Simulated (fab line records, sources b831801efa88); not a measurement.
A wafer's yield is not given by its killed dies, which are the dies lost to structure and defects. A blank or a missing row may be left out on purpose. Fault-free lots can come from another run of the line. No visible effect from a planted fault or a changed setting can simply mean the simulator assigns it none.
A struck lot beside a sound one ; flow sky130 ; 26 steps out of a route of 708
Sound: the wafers L726.2, L726.4, L726.5. Struck: wafers L736.1, L736.2, L736.4. The cause is given at the end.
Per side, at each step with rows, come the tool, then ch with its chambers, and then its first start. Under that, the readings that differ: sound wafers ; struck wafers ; difference of the means ; sigmas: that difference in standard deviations of wafers without a fault.
alike: words and numbers the same on both sides, and readings whose means are apart by under 2 such deviations; not compared: readings that were withheld, readings missing a value for some wafer, numbers with overlapping values and no deviation given by the record, and bounds like >300 which may hide the same value.
A row with sigmas, a row that says differs or no value, or rows on one side alone: a step with any of these is where the two part. Numbers that have no deviation but don't overlap get no sigmas and don't part them. A reading that every wafer of one side lacks parts them only if that side has two wafers or more.

first, 8 steps without rows for these wafers: SKY_FIELD_ISO_DEHYDRATE_05 (time 60 s); SKY_FIELD_ISO_HMDS_06 (prime time 60 s); SKY_FIELD_ISO_COAT_07 (resist thk 60 nm); SKY_FIELD_ISO_COAT_08 (resist thk 450 nm); SKY_FIELD_ISO_SOFTBAKE_09 (time 90 s); SKY_FIELD_ISO_EXPOSE_10 (exposes mask FOM, target cd 150 nm); SKY_FIELD_ISO_PEB_11; SKY_FIELD_ISO_DEVELOP_12 (develop time 60 s).
SKY_FIELD_ISO_CD_MEAS_13 targets a cd of 150 nm.
  sound on cd_sem-01, day 3 19:49; struck on cd_sem-01, day 6 00:30
  alike: cd_nm
SKY_FIELD_ISO_ETCH_14: etches BARC in N2/H2, stops on SiO2, time 45.9 s, target depth 60 nm.
  sound on rie_diel-01 ch 2,3, day 3 19:55; struck on rie_diel-01 ch 0,2,3, day 6 00:37
  alike: drypump_motor_current_A, oes_product_au, throttle_valve_pct
  not compared: rf_hours_counter_h
SKY_FIELD_ISO_ETCH_15: etches the open film in CHF3/O2, stops on Si, target depth 180 nm, time 72 s.
  sound on rie_diel-01 ch 2,3, day 3 19:58; struck on rie_diel-01 ch 0,2,3, day 6 00:40
  alike: drypump_motor_current_A, oes_product_au, throttle_valve_pct
  not compared: rf_hours_counter_h
SKY_FIELD_ISO_STRIP_16: strips in O2/N2.
  sound on plasma_asher-02 ch 0,1, day 3 20:01; struck on plasma_asher-01 ch 0,1, day 6 00:43
  alike: drypump_motor_current_A, o2_flow_sccm, oes_product_au, strip_time_to_endpoint_s
  not compared: rf_hours_counter_h
SKY_FIELD_ISO_ETCH_17: etches Si in HBr/Cl2/O2, target depth 342 nm, time 97.7 s.
  sound on rie_si-01 ch 0,1, day 3 20:07; struck on rie_si-01 ch 0,1, day 6 00:49
reading;sound;struck;difference;sigmas
oes_product_au (a.u.);1.003 1.015 1.020;0.813 0.812 0.818;-0.198;-21
throttle_valve_pct (%);25.650 25.651 25.649;25.789 25.796 25.775;+0.137;+14
model.etch.depth_nm (nm);346.5 344.9 352.6;244.1 241.6 245.7;-104.2;
model.FIELD_ISO.feature_depth_nm (nm);346.5 344.9 352.6;244.1 241.6 245.7;-104.2;
model.Si3N4_of_FIELD_ISO_CVD_03.thk_nm (nm);151.3 151.6 150.9;158.2 158.2 157.4;+6.7;
  alike: drypump_motor_current_A
  not compared: rf_hours_counter_h
then, 5 steps without rows for these wafers: SKY_FIELD_ISO_WET_ETCH_18 (etches Si3N4 in H3PO4, target depth 25 nm, time 286 s); SKY_FIELD_ISO_CLEAN_19 (cleans in SC1/SC2, time 150 s); SKY_FIELD_ISO_CLEAN_20 (cleans in dHF, time 20 s); SKY_FIELD_ISO_WET_ETCH_21 (etches SiO2 in dHF, target depth 20 nm, time 400 s); SKY_FIELD_ISO_OXIDATION_22 (stabilise 600 s, purge 300 s, target thk 10 nm).
SKY_FIELD_ISO_THK_MEAS_23:
  sound on film_metro-03, day 3 21:38; struck on film_metro-03, day 6 03:31
  alike: FIELD_ISO_OXIDATION_01_THK
then, 1 step without rows for these wafers: SKY_FIELD_ISO_CVD_24 (deposits SiO2, target thk 595 nm, time 99.2 s).
SKY_FIELD_ISO_THK_MEAS_25:
  sound on film_metro-03, day 3 21:46; struck on film_metro-01, day 6 03:40
  alike: FIELD_ISO_CVD_24_THK
then, 1 step without rows for these wafers: SKY_FIELD_ISO_ANNEAL_26 (time 1800 s).
SKY_FIELD_ISO_CMP_27: polishes, stops on Si3N4, t overpolish 16 s, target thk 457.8 nm.
  sound on cmp-02 ch 0,1,2, day 4 00:06; struck on cmp-01 ch 1,2,3, day 6 06:31
  alike: motor_current_A, overpolish_run_s, time_to_endpoint_s
SKY_FIELD_ISO_WET_ETCH_28: etches SiO2 in dHF, target depth 23.7 nm, time 47 s.
  sound on wet_bench-01 ch 0, day 4 00:21; struck on wet_bench-01 ch 3, day 6 06:49
reading;sound;struck;difference;sigmas
model.Si3N4_of_FIELD_ISO_CVD_03.thk_nm (nm);120.4 120.6 120.1;128.2 128.1 127.5;+7.6;
then, 1 step without rows for these wafers: SKY_FIELD_ISO_WET_ETCH_29 (etches Si3N4 in H3PO4, target depth 160 nm, time 1825 s).
-- record jumps: 44 days separate the struck wafers' starts on either side; left off in module FIELD_ISO, taken up again in module PAD_OPEN, whose first shown step is the route's number 708 --
SKY_PAD_OPEN_PROBE_99:
  sound on prober-02, day 47 16:11; struck on prober-02, day 49 23:43
reading;sound;struck;difference;sigmas
model.etest.res_p_drift_20v.line_ohm_um;1.196e+04 1.192e+04 1.23e+04;8554 8425 8749;-3484;
model.etest.res_p_drift_20v.rs_ohm_sq;9970 9892 1.038e+04;6999 7015 7113;-3038;
model.etest.pfet_16v.r_on_ohm_um;1.579e+04 1.586e+04 1.644e+04;1.236e+04 1.249e+04 1.258e+04;-3.553e+03;
model.etest.res_iso_pwell.rs_ohm_sq;3623 3667 3877;1989 1986 2022;-1723;
model.etest.res_iso_pwell.line_ohm_um;1371 1379 1476;749.5 740.8 749.5;-662.1;
model.etest.nfet_16v.r_on_ohm_um;1.426e+04 1.424e+04 1.435e+04;1.368e+04 1.375e+04 1.382e+04;-5.333e+02;
model.etest.res_nwell.line_ohm_um;1116 1127 1131;876 868.9 889.5;-247;
model.etest.res_nwell.rs_ohm_sq;958.3 951.9 986.9;718.9 712.8 719.6;-248.6;

== WHERE THEY PART ==
Only at SKY_FIELD_ISO_ETCH_17, within this record. Later steps at which nothing parts them and some readings are alike: SKY_FIELD_ISO_THK_MEAS_23, SKY_FIELD_ISO_THK_MEAS_25, SKY_FIELD_ISO_CMP_27.

WHY: what had been put in by the simulator
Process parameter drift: rie_si-01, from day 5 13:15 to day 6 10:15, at SKY_FIELD_ISO_ETCH_17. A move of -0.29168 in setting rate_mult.
